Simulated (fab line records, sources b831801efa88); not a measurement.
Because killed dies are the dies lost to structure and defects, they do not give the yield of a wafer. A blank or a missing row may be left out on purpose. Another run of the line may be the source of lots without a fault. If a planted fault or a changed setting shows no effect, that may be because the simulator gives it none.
fab line records -- flow sky130 -- part 1 of 2: steps 1 to 43 of 44
record lots=6, wafers=18, lastDay=50
route steps=708 shown VIA3@588 METAL4@598 CAP2M@603 PAD_OPEN@708
lots untouched by any fault: they come from a run of this same line in which no faults occurred
startH: the number of hours between the record's first day and the start of the first shown wafer of the lot -- waitH: time in hours since the lot's previous step -- " repeats the value in the row above -- L1.1+2: one row covering several wafers at once -- - no value, or no start given -- * or withheld: withheld -- < > ~ a bound
route shown NAME@n: names a module that has steps shown in the file, with the first one's number in the route -- usual: the fault-free wafers' mean and standard deviation -- same: alike in all rows -- chamber/n: place in a boat -- sites: each site's reading -- _std_site: standard deviation of those values -- _edge_site: mean of outer sites minus mean of inner sites -- radiusMm: for every site, how far away it sits from the centre of the wafer -- mask NAME#n: copy n -- behind: the tool/chamber that last shaped the wafer -- hold: the reason the lot was held/the length of the hold in hours/how it ended -- device: transistor that didn't switch, given as n, p or np -- end of line: at the end of the route, the tests of the same wafers -- a step given without rows: its recipe and nothing more -- killed: count of dies lost to structure and defects at first sort (not the wafer's yield) -- map: the dies of a wafer, with x for killed, . for not killed, _ for no die there
set.NAME: the setting the step ran with; set.NAME@STEP: the setting that earlier step ran with -- model.NAME: the simulator's own value behind a step, which no gauge read
lots seen at some steps along the route; tables by step, rows by wafer
services: the hour from which a tool's chamber was out of use, counted from the record's first day as startH (under 0 if before that day), plus the number of hours and why
## steps
# step SKY_VIA3_ETCH_15
# recipe target=SiO2, chemistry=C4F8/O2/Ar, targetDepthNm=507, stopOn=TiN, maskMaterial=KrF-thick, sourceW=1500, biasW=1200, pressureMtorr=40, c4f8FlowSccm=withheld, O2_flow_sccm=6, Ar_flow_sccm=300, timeS=78
# step SKY_VIA3_STRIP_16
# recipe chemistry=O2/N2, powerW=1400, pressureMtorr=1500, platenTempC=withheld, o2FlowSccm=3000, n2FlowSccm=300, overashFraction=0.5
# usual drypumpMotorCurrentA=5.28/0.26, oesProductAu=0.402/0.0046, stripTimeToEndpointS=4.131/0.024
lot.wafer,tool,chamber,startH,waitH,drypumpMotorCurrentA,oesProductAu,rfHoursCounterH,stripTimeToEndpointS
L568.1,plasmaAsher-03,0,951.95,0.0,5.47,0.405,85,4.107
L568.3,plasmaAsher-03,0,951.95,0.0,5.47,0.400,-,4.099
L568.5,plasmaAsher-03,0,951.95,0.0,5.46,0.396,-,4.136
L572.2,plasmaAsher-01,1,981.66,0.0,5.55,0.409,56,4.152
L572.3,plasmaAsher-01,0,981.66,0.0,5.14,0.403,-,4.156
L572.6,plasmaAsher-01,0,981.66,0.0,5.13,0.404,-,4.164
L573.3,plasmaAsher-03,0,985.78,0.1,5.48,0.406,-,4.090
L573.5,plasmaAsher-03,0,985.78,0.1,5.48,0.400,-,4.086
L573.6,plasmaAsher-03,1,985.78,0.1,4.94,0.409,-,4.111
L574.1,plasmaAsher-02,1,991.70,0.0,5.18,0.406,26,4.102
L574.2,plasmaAsher-02,0,991.70,0.0,5.60,0.404,26,4.123
L574.4,plasmaAsher-02,1,991.70,0.0,5.15,0.403,-,4.113
L587.3,plasmaAsher-03,0,1069.58,0.1,5.47,0.402,-,4.092
L587.4,plasmaAsher-03,1,1069.58,0.1,4.96,0.399,-,4.137
L587.6,plasmaAsher-03,1,1069.58,0.1,4.97,0.402,-,4.118
L588.2,plasmaAsher-02,0,1075.20,0.0,5.62,0.406,32,4.171
L588.3,plasmaAsher-02,0,1075.20,0.0,5.62,0.405,-,4.172
L588.6,plasmaAsher-02,0,1075.20,0.0,5.66,0.406,-,4.175
# step SKY_VIA3_STRIP_17
# recipe chemistry=postEtchResidueRemover, timeS=1200, tempC=72.5
# step SKY_VIA3_CLEAN_18
# recipe chemistry=IPA, timeS=180, tempC=25
# step SKY_VIA3_CLEAN_19
# recipe chemistry=O3/DIW, dry=n2Spin
# step SKY_VIA3_SPUTTER_20
# recipe material=TiN, targetThkNm=20, chamberPressurePa=5, powerW=4000, timeS=80
# usual throttleValvePct=29.9/0.82
lot.wafer,tool,chamber,startH,waitH,throttleValvePct
L568.1,pvdSputter-02,-,952.55,0.0,28.8
L568.3,pvdSputter-02,-,952.55,0.0,29.7
L568.5,pvdSputter-02,-,952.55,0.0,28.5
L572.2,pvdSputter-04,-,982.26,0.0,28.8
L572.3,pvdSputter-04,-,982.26,0.0,30.8
L572.6,pvdSputter-04,-,982.26,0.0,30.4
L573.3,pvdSputter-01,-,986.39,0.0,31.1
L573.5,pvdSputter-01,-,986.39,0.0,28.9
L573.6,pvdSputter-01,-,986.39,0.0,31.0
L574.1,pvdSputter-04,-,992.29,0.0,30.6
L574.2,pvdSputter-04,-,992.29,0.0,30.4
L574.4,pvdSputter-04,-,992.29,0.0,29.5
L587.3,pvdSputter-04,-,1070.21,0.0,29.6
L587.4,pvdSputter-04,-,1070.21,0.0,31.0
L587.6,pvdSputter-04,-,1070.21,0.0,29.8
L588.2,pvdSputter-04,-,1075.79,0.0,29.0
L588.3,pvdSputter-04,-,1075.79,0.0,30.2
L588.6,pvdSputter-04,-,1075.79,0.0,29.4
# step SKY_VIA3_CVD_21
# recipe material=W, targetThkNm=390, timeS=117.31, tempC=400, pressureTorr=40
# step SKY_VIA3_RS_MEAS_22
# recipe thkMeasGauge=four-point-probe, reads=W_of_VIA3_CVD_21+TiN_of_VIA3_SPUTTER_20
# usual VIA3_W_RS=0.2943/0.0028
lot.wafer,tool,chamber,startH,waitH,VIA3_W_RS[ohm/sq]
L568.1,filmMetro-04,-,952.73,0.1,0.2951
L568.3,filmMetro-04,-,952.73,0.1,0.3002
L568.5,filmMetro-04,-,952.73,0.1,0.2923
L572.2,filmMetro-03,-,982.47,0.1,0.2920
L572.3,filmMetro-03,-,982.47,0.1,0.2958
L572.6,filmMetro-03,-,982.47,0.1,0.2938
L573.3,filmMetro-01,-,986.62,0.1,0.2908
L573.5,filmMetro-01,-,986.62,0.1,0.2912
L573.6,filmMetro-01,-,986.62,0.1,0.2933
L574.1,filmMetro-03,-,992.47,0.1,0.2945
L574.2,filmMetro-03,-,992.47,0.1,0.2964
L574.4,filmMetro-03,-,992.47,0.1,0.2948
L587.3,filmMetro-03,-,1070.43,0.1,0.2951
L587.4,filmMetro-03,-,1070.43,0.1,0.2976
L587.6,filmMetro-03,-,1070.43,0.1,0.2958
L588.2,filmMetro-03,-,1075.99,0.1,0.2920
L588.3,filmMetro-03,-,1075.99,0.1,0.2910
L588.6,filmMetro-03,-,1075.99,0.1,0.2925
# step SKY_VIA3_THK_MEAS_23
# recipe thkMeasGauge=xrf, reads=W_of_VIA3_CVD_21
# usual VIA3_W_THK=398/5.2
lot.wafer,tool,chamber,startH,waitH,VIA3_W_THK[nm]
L568.1,filmMetro-04,-,952.85,0.1,400
L568.3,filmMetro-04,-,952.85,0.1,393
L568.5,filmMetro-04,-,952.85,0.1,404
L572.2,filmMetro-03,-,982.58,0.1,401
L572.3,filmMetro-03,-,982.58,0.1,395
L572.6,filmMetro-03,-,982.58,0.1,398
L573.3,filmMetro-01,-,986.72,0.1,397
L573.5,filmMetro-01,-,986.72,0.1,397
L573.6,filmMetro-01,-,986.72,0.1,394
L574.1,filmMetro-03,-,992.59,0.1,398
L574.2,filmMetro-03,-,992.59,0.1,398
L574.4,filmMetro-03,-,992.59,0.1,397
L587.3,filmMetro-03,-,1070.53,0.1,395
L587.4,filmMetro-03,-,1070.53,0.1,394
L587.6,filmMetro-03,-,1070.53,0.1,395
L588.2,filmMetro-03,-,1076.10,0.1,399
L588.3,filmMetro-03,-,1076.10,0.1,404
L588.6,filmMetro-03,-,1076.10,0.1,402
# step SKY_VIA3_CMP_24
# recipe stopOn=SiO2, tOverpolishS=20, downForcePsi=3.5, platenRpm=60, targetThkNm=0, padVelocityMS=0.94248
# step SKY_METAL4_SPUTTER_00
# recipe material=Ti, targetThkNm=15, powerW=3000, timeS=10, chamberPressurePa=0.4
# step SKY_METAL4_SPUTTER_01
# recipe material=TiN, targetThkNm=20, powerW=6500, timeS=16.7, chamberPressurePa=0.4
# step SKY_METAL4_SPUTTER_02
# recipe material=AlCu, targetThkNm=735, powerW=10600, timeS=39.1, chamberPressurePa=0.4
# usual throttleValvePct=30.1/0.72
lot.wafer,tool,chamber,startH,waitH,throttleValvePct,model.AlCu_of_METAL4_SPUTTER_02.thkNm
L568.1,pvdSputter-03,-,953.26,0.0,30.4,741.1
L568.3,pvdSputter-03,-,953.26,0.0,30.8,739.3
L568.5,pvdSputter-03,-,953.26,0.0,30.5,745.2
L572.2,pvdSputter-01,-,982.97,0.0,30.8,730.7
L572.3,pvdSputter-01,-,982.97,0.0,30.7,729.3
L572.6,pvdSputter-01,-,982.97,0.0,28.8,732
L573.3,pvdSputter-01,-,987.11,0.0,28.8,314.6
L573.5,pvdSputter-01,-,987.11,0.0,30.9,724.4
L573.6,pvdSputter-01,-,987.11,0.0,28.7,726.6
L574.1,pvdSputter-01,-,993.00,0.0,28.9,732.2
L574.2,pvdSputter-01,-,993.00,0.0,30.5,328.5
L574.4,pvdSputter-01,-,993.00,0.0,31.0,731.9
L587.3,pvdSputter-02,-,1070.92,0.0,30.6,734
L587.4,pvdSputter-02,-,1070.92,0.0,28.5,737.1
L587.6,pvdSputter-02,-,1070.92,0.0,30.5,738.2
L588.2,pvdSputter-02,-,1076.50,0.0,28.9,745
L588.3,pvdSputter-02,-,1076.50,0.0,30.3,747.7
L588.6,pvdSputter-02,-,1076.50,0.0,28.9,743.3
# step SKY_METAL4_SPUTTER_03
# recipe material=Ti, targetThkNm=5, powerW=3000, timeS=3.3, chamberPressurePa=0.4
# step SKY_METAL4_SPUTTER_04
# recipe material=TiN, targetThkNm=70, powerW=6500, timeS=58.3, chamberPressurePa=0.4
# step SKY_CAP2M_CVD_00
# recipe material=SiO2, targetThkNm=15.5, tempC=400, timeS=withheld, rfW=450
# usual heaterPowerW=762/72
lot.wafer,tool,chamber,startH,waitH,heaterPowerW
L568.1,pecvd-01,2,953.36,0.0,744
L568.3,pecvd-01,1,953.36,0.0,777
L568.5,pecvd-01,2,953.36,0.0,753
L572.2,pecvd-03,1,983.08,0.0,682
L572.3,pecvd-03,2,983.08,0.0,866
L572.6,pecvd-03,0,983.08,0.0,622
L573.3,pecvd-03,2,987.21,0.0,888
L573.5,pecvd-03,1,987.21,0.0,736
L573.6,pecvd-03,0,987.21,0.0,704
L574.1,pecvd-01,2,993.11,0.0,777
L574.2,pecvd-01,0,993.11,0.0,869
L574.4,pecvd-01,1,993.11,0.0,734
L587.3,pecvd-01,2,1071.02,0.0,739
L587.4,pecvd-01,2,1071.02,0.0,768
L587.6,pecvd-01,1,1071.02,0.0,796
L588.2,pecvd-04,0,1076.61,0.0,799
L588.3,pecvd-04,1,1076.61,0.0,615
L588.6,pecvd-04,2,1076.61,0.0,890
# step SKY_CAP2M_THK_MEAS_01
# recipe reads=SiO2_of_CAP2M_CVD_00
# usual CAP2M_CVD_00_THK=15.46/0.25
lot.wafer,tool,chamber,startH,waitH,CAP2M_CVD_00_THK[nm]
L568.1,filmMetro-02,-,953.38,-,15.53
L568.3,filmMetro-02,-,953.38,-,15.43
L568.5,filmMetro-02,-,953.38,-,15.82
L572.2,filmMetro-01,-,983.11,-,15.69
L572.3,filmMetro-01,-,983.11,-,15.54
L572.6,filmMetro-01,-,983.11,-,15.89
L573.3,filmMetro-02,-,987.25,-,15.44
L573.5,filmMetro-02,-,987.25,-,15.80
L573.6,filmMetro-02,-,987.25,-,15.64
L574.1,filmMetro-02,-,993.13,-,15.26
L574.2,filmMetro-02,-,993.13,-,15.12
L574.4,filmMetro-02,-,993.13,-,14.91
L587.3,filmMetro-01,-,1071.07,-,15.19
L587.4,filmMetro-01,-,1071.07,-,15.40
L587.6,filmMetro-01,-,1071.07,-,15.66
L588.2,filmMetro-02,-,1076.64,-,15.32
L588.3,filmMetro-02,-,1076.64,-,15.03
L588.6,filmMetro-02,-,1076.64,-,15.63
# step SKY_CAP2M_SPUTTER_02
# recipe material=TiN, targetThkNm=200, tempC=300, powerW=6500, timeS=166.7, chamberPressurePa=0.4
# usual throttleValvePct=30.0/0.74
lot.wafer,tool,chamber,startH,waitH,throttleValvePct
L568.1,pvdSputter-04,-,953.44,0.1,29.7
L568.3,pvdSputter-04,-,953.44,0.1,30.9
L568.5,pvdSputter-04,-,953.44,0.1,30.1
L572.2,pvdSputter-04,-,983.16,0.0,28.4
L572.3,pvdSputter-04,-,983.16,0.0,29.4
L572.6,pvdSputter-04,-,983.16,0.0,28.6
L573.3,pvdSputter-03,-,987.29,0.0,30.5
L573.5,pvdSputter-03,-,987.29,0.0,30.2
L573.6,pvdSputter-03,-,987.29,0.0,30.3
L574.1,pvdSputter-04,-,993.19,0.1,30.9
L574.2,pvdSputter-04,-,993.19,0.1,28.9
L574.4,pvdSputter-04,-,993.19,0.1,29.4
L587.3,pvdSputter-04,-,1071.11,0.0,28.5
L587.4,pvdSputter-04,-,1071.11,0.0,30.9
L587.6,pvdSputter-04,-,1071.11,0.0,29.7
L588.2,pvdSputter-04,-,1076.69,0.0,29.7
L588.3,pvdSputter-04,-,1076.69,0.0,30.2
L588.6,pvdSputter-04,-,1076.69,0.0,29.1
# step SKY_CAP2M_RS_MEAS_03
# recipe thkMeasGauge=four-point-probe, reads=TiN_of_CAP2M_SPUTTER_02
# usual CAP2M_TIN_RS=6.91/0.076
lot.wafer,tool,chamber,startH,waitH,CAP2M_TIN_RS[ohm/sq]
L568.1,filmMetro-01,-,953.55,0.1,6.79
L568.3,filmMetro-01,-,953.55,0.1,6.78
L568.5,filmMetro-01,-,953.55,0.1,6.81
L572.2,filmMetro-03,-,983.29,0.1,7.00
L572.3,filmMetro-03,-,983.29,0.1,6.95
L572.6,filmMetro-03,-,983.29,0.1,6.91
L573.3,filmMetro-03,-,987.44,0.1,6.96
L573.5,filmMetro-03,-,987.44,0.1,6.94
L573.6,filmMetro-03,-,987.44,0.1,6.89
L574.1,filmMetro-02,-,993.30,0.1,6.83
L574.2,filmMetro-02,-,993.30,0.1,6.81
L574.4,filmMetro-02,-,993.30,0.1,6.83
L587.3,filmMetro-02,-,1071.26,0.1,6.93
L587.4,filmMetro-02,-,1071.26,0.1,6.86
L587.6,filmMetro-02,-,1071.26,0.1,6.89
L588.2,filmMetro-02,-,1076.82,0.1,6.96
L588.3,filmMetro-02,-,1076.82,0.1,7.00
L588.6,filmMetro-02,-,1076.82,0.1,6.93
# step SKY_CAP2M_THK_MEAS_04
# recipe thkMeasGauge=xrf, reads=TiN_of_CAP2M_SPUTTER_02
# usual CAP2M_TIN_THK=203.5/2.3
lot.wafer,tool,chamber,startH,waitH,CAP2M_TIN_THK[nm]
L568.1,filmMetro-01,-,953.67,0.1,207.3
L568.3,filmMetro-01,-,953.67,0.1,209.5
L568.5,filmMetro-01,-,953.67,0.1,207.8
L572.2,filmMetro-03,-,983.40,0.1,201.3
L572.3,filmMetro-03,-,983.40,0.1,202.9
L572.6,filmMetro-03,-,983.40,0.1,203.5
L573.3,filmMetro-03,-,987.54,0.1,201.7
L573.5,filmMetro-03,-,987.54,0.1,203.5
L573.6,filmMetro-03,-,987.54,0.1,204.1
L574.1,filmMetro-02,-,993.42,0.1,205.6
L574.2,filmMetro-02,-,993.42,0.1,206.6
L574.4,filmMetro-02,-,993.42,0.1,205.7
L587.3,filmMetro-02,-,1071.36,0.1,201.2
L587.4,filmMetro-02,-,1071.36,0.1,204.9
L587.6,filmMetro-02,-,1071.36,0.1,203.5
L588.2,filmMetro-02,-,1076.93,0.1,200.8
L588.3,filmMetro-02,-,1076.93,0.1,199.9
L588.6,filmMetro-02,-,1076.93,0.1,201.9
# step SKY_CAP2M_DEHYDRATE_05
# recipe tempC=200, timeS=60
# step SKY_CAP2M_HMDS_06
# recipe primeTimeS=60, primeTempC=120
# step SKY_CAP2M_COAT_07
# recipe resist=NOVOLAK, spinRpm=3000, resistThkNm=1140
# step SKY_CAP2M_SOFTBAKE_08
# recipe tempC=90, timeS=60, resist=NOVOLAK
# step SKY_CAP2M_EXPOSE_09
# recipe maskId=CAP2M, na=0.6, sourceShape=conventional, sigmaOuter=0.6, polarization=unpolarized, targetCdNm=1000, doseMj=159
# step SKY_CAP2M_PEB_10
# recipe tempC=withheld, timeS=*, resist=NOVOLAK
# step SKY_CAP2M_DEVELOP_11
# recipe resist=NOVOLAK, developer=TMAH, developTimeS=60, devTempC=23
# step SKY_CAP2M_OVL_MEAS_12
# usual CAP2M_OVL=0.6/1.7
lot.wafer,tool,chamber,startH,waitH,CAP2M_OVL[nm]
L568.1,overlay-01,-,977.50,0.1,2.1
L568.3,overlay-01,-,977.50,0.1,1.3
L568.5,overlay-01,-,977.50,0.1,1.3
L572.2,overlay-01,-,1006.45,0.1,-4.2
L572.3,overlay-01,-,1006.45,0.1,-1.3
L572.6,overlay-01,-,1006.45,0.1,-1.6
L573.3,overlay-02,-,1010.70,0.1,1.3
L573.5,overlay-02,-,1010.70,0.1,-0.1
L573.6,overlay-02,-,1010.70,0.1,0.2
L574.1,overlay-01,-,1015.97,0.1,1.5
L574.2,overlay-01,-,1015.97,0.1,1.4
L574.4,overlay-01,-,1015.97,0.1,1.0
L587.3,overlay-01,-,1092.03,0.1,2.9
L587.4,overlay-01,-,1092.03,0.1,0.3
L587.6,overlay-01,-,1092.03,0.1,-0.6
L588.2,overlay-01,-,1097.35,0.1,0.2
L588.3,overlay-01,-,1097.35,0.1,0.1
L588.6,overlay-01,-,1097.35,0.1,1.3
# step SKY_CAP2M_METAL_ETCH_13
# recipe targetDepthNm=220, stopOn=SiO2, chemistry=Cl2/BCl3, target=TiN, pressureMtorr=10, icpW=900, biasW=48.5, Cl2_flow_sccm=60, bcl3FlowSccm=30, timeS=62.9
# usual drypumpMotorCurrentA=5.83/0.28, mfcCl2Sccm=60.00/0.21, oesProductAu=0.942/0.0071, throttleValvePct=21.901/0.01
lot.wafer,tool,chamber,startH,waitH,drypumpMotorCurrentA,mfcCl2Sccm,oesProductAu,rfHoursCounterH,throttleValvePct
L568.1,rieMetal-02,0,977.54,0.0,5.89,59.63,0.945,4,21.897
L568.3,rieMetal-02,0,977.54,0.0,5.88,59.77,0.958,-,21.906
L568.5,rieMetal-02,1,977.54,0.0,5.91,60.09,0.943,-,21.890
L572.2,rieMetal-03,1,1006.48,0.0,5.62,60.42,0.940,12,21.912
L572.3,rieMetal-03,1,1006.48,0.0,5.60,60.39,0.934,-,21.894
L572.6,rieMetal-03,1,1006.48,0.0,5.60,60.15,0.940,-,21.900
L573.3,rieMetal-02,1,1010.75,0.0,5.98,59.39,0.938,-,21.900
L573.5,rieMetal-02,0,1010.75,0.0,5.88,60.12,0.936,-,21.900
L573.6,rieMetal-02,1,1010.75,0.0,5.97,59.79,0.944,-,21.895
L574.1,rieMetal-04,1,1016.01,0.0,6.39,60.31,0.940,12,21.888
L574.2,rieMetal-04,0,1016.01,0.0,5.40,59.67,0.947,10,21.884
L574.4,rieMetal-04,0,1016.01,0.0,5.40,59.72,0.946,-,21.882
L587.3,rieMetal-03,0,1092.08,0.0,5.56,59.96,0.938,-,21.908
L587.4,rieMetal-03,1,1092.08,0.0,5.60,59.93,0.948,-,21.890
L587.6,rieMetal-03,0,1092.08,0.0,5.58,59.80,0.946,-,21.903
L588.2,rieMetal-04,0,1097.38,0.0,5.41,59.92,0.941,15,21.902
L588.3,rieMetal-04,1,1097.38,0.0,6.32,60.01,0.928,-,21.900
L588.6,rieMetal-04,1,1097.38,0.0,6.31,60.08,0.945,-,21.916
# step SKY_CAP2M_STRIP_14
# recipe chemistry=O2/N2, powerW=1400, pressureMtorr=1500, platenTempC=withheld, o2FlowSccm=3000, n2FlowSccm=300, overashFraction=0.5
# step SKY_CAP2M_STRIP_15
# recipe chemistry=postEtchResidueRemover, timeS=1200, tempC=72.5
# step SKY_CAP2M_CLEAN_16
# recipe chemistry=IPA, timeS=180, tempC=25
# step SKY_CAP2M_CLEAN_17
# recipe chemistry=O3/DIW, dry=n2Spin
# step SKY_METAL4_DEHYDRATE_05
# recipe tempC=200, timeS=60
# step SKY_METAL4_HMDS_06
# recipe primeTimeS=60, primeTempC=120
# step SKY_METAL4_COAT_07
# recipe resist=BARC, tempC=withheld, timeS=withheld, spinRpm=3000, resistThkNm=60
# step SKY_METAL4_COAT_08
# recipe resist=KrF-thick, spinRpm=3000, resistThkNm=1140
# step SKY_METAL4_SOFTBAKE_09
# recipe tempC=100, timeS=90, resist=KrF-thick
# step SKY_METAL4_EXPOSE_10
# recipe maskId=MM4, na=0.68, sourceShape=annular, sigmaInner=0.4, sigmaOuter=0.8, targetCdNm=300, doseMj=28
# step SKY_METAL4_PEB_11
# recipe pebTempC=withheld, pebTimeS=withheld, resist=KrF-thick
# step SKY_METAL4_DEVELOP_12
# recipe developTimeS=60, resist=KrF-thick, devTempC=21
# step SKY_METAL4_CD_MEAS_13
# recipe targetCdNm=300
# usual cdNm=300.0/1.2
lot.wafer,tool,chamber,startH,waitH,cdNm
L568.1,cdSem-01,-,1001.54,-,298.3
L568.3,cdSem-01,-,1001.54,-,299.2
L568.5,cdSem-01,-,1001.54,-,298.8
L572.2,cdSem-02,-,1030.46,-,299.1
L572.3,cdSem-02,-,1030.46,-,299.8
L572.6,cdSem-02,-,1030.46,-,300.7
L573.3,cdSem-01,-,1034.41,-,299.4
L573.5,cdSem-01,-,1034.41,-,299.1
L573.6,cdSem-01,-,1034.41,-,300.1
L574.1,cdSem-01,-,1038.94,-,299.9
L574.2,cdSem-01,-,1038.94,-,299.5
L574.4,cdSem-01,-,1038.94,-,300.2
L587.3,cdSem-02,-,1112.83,-,298.0
L587.4,cdSem-02,-,1112.83,-,299.5
L587.6,cdSem-02,-,1112.83,-,299.2
L588.2,cdSem-02,-,1118.41,-,300.2
L588.3,cdSem-02,-,1118.41,-,300.2
L588.6,cdSem-02,-,1118.41,-,298.5
# step SKY_METAL4_METAL_ETCH_18
# recipe targetDepthA=8450, stopOn=SiO2, overEtchFrac=0.3, timeS=183.1, chemistry=Cl2/BCl3, resistSidewallDeg=88, pressureMtorr=10, icpW=900, biasW=48.5, Cl2_flow_sccm=60, bcl3FlowSccm=30
# usual drypumpMotorCurrentA=5.98/0.3, mfcCl2Sccm=60.00/0.19, oesProductAu=0.865/0.0063, throttleValvePct=22.264/0.0093
lot.wafer,tool,chamber,startH,waitH,drypumpMotorCurrentA,mfcCl2Sccm,oesProductAu,rfHoursCounterH,throttleValvePct
L568.1,rieMetal-01,1,1001.84,0.0,6.02,60.21,0.862,16,22.262
L568.3,rieMetal-01,1,1001.84,0.0,6.03,60.15,0.876,-,22.268
L568.5,rieMetal-01,0,1001.84,0.0,6.20,59.93,0.866,-,22.251
L572.2,rieMetal-01,0,1030.75,0.0,6.20,59.96,0.865,9,22.264
L572.3,rieMetal-01,1,1030.75,0.0,6.03,60.22,0.855,-,22.275
L572.6,rieMetal-01,1,1030.75,0.0,6.03,60.45,0.864,-,22.261
L573.3,rieMetal-04,0,1034.74,0.1,5.39,59.62,0.627,-,22.274
L573.5,rieMetal-04,1,1034.74,0.1,6.34,60.06,0.863,-,22.268
L573.6,rieMetal-04,0,1034.74,0.1,5.40,59.64,0.872,-,22.255
L574.1,rieMetal-01,1,1039.25,0.0,6.05,59.81,0.861,18,22.278
L574.2,rieMetal-01,0,1039.25,0.0,6.22,59.81,0.645,10,22.251
L574.4,rieMetal-01,1,1039.25,0.0,6.04,59.66,0.861,-,22.266
L587.3,rieMetal-04,1,1113.15,0.1,6.34,59.98,0.863,-,22.274
L587.4,rieMetal-04,0,1113.15,0.1,5.39,59.93,0.866,-,22.271
L587.6,rieMetal-04,0,1113.15,0.1,5.39,60.09,0.857,-,22.266
L588.2,rieMetal-04,1,1118.70,0.0,6.34,59.93,0.866,18,22.250
L588.3,rieMetal-04,1,1118.70,0.0,6.35,59.87,0.873,-,22.267
L588.6,rieMetal-04,1,1118.70,0.0,6.34,60.13,0.876,-,22.264
## key
firstSign step=SKY_METAL4_METAL_ETCH_18, reading=oesProductAu, direction=down, sigmas=37, usual=0.865, struck=0.636
effect none on later readings
modelEffect step=SKY_METAL4_SPUTTER_02, value=AlCu_of_METAL4_SPUTTER_02.thkNm, without=727.6, struck=321.5
modelEffect step=SKY_PAD_OPEN_PROBE_99, value=etest.met4.lineOhmUm, without=0.1445, struck=0.3319
metAt SKY_METAL4_SPUTTER_02
struckWafers L573.3,L574.2
onsetBetween 982.97 987.11
fault kind=processParameterDrift, tool=pvdSputter-01, chamber=-, onsetH=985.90, steps=SKY_METAL4_SPUTTER_02, channel=targetThkNm, offset=-406.07, shape=step, endH=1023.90, scope=struckWafersOnly, actsIn=theseRecipesOnly, stated=735
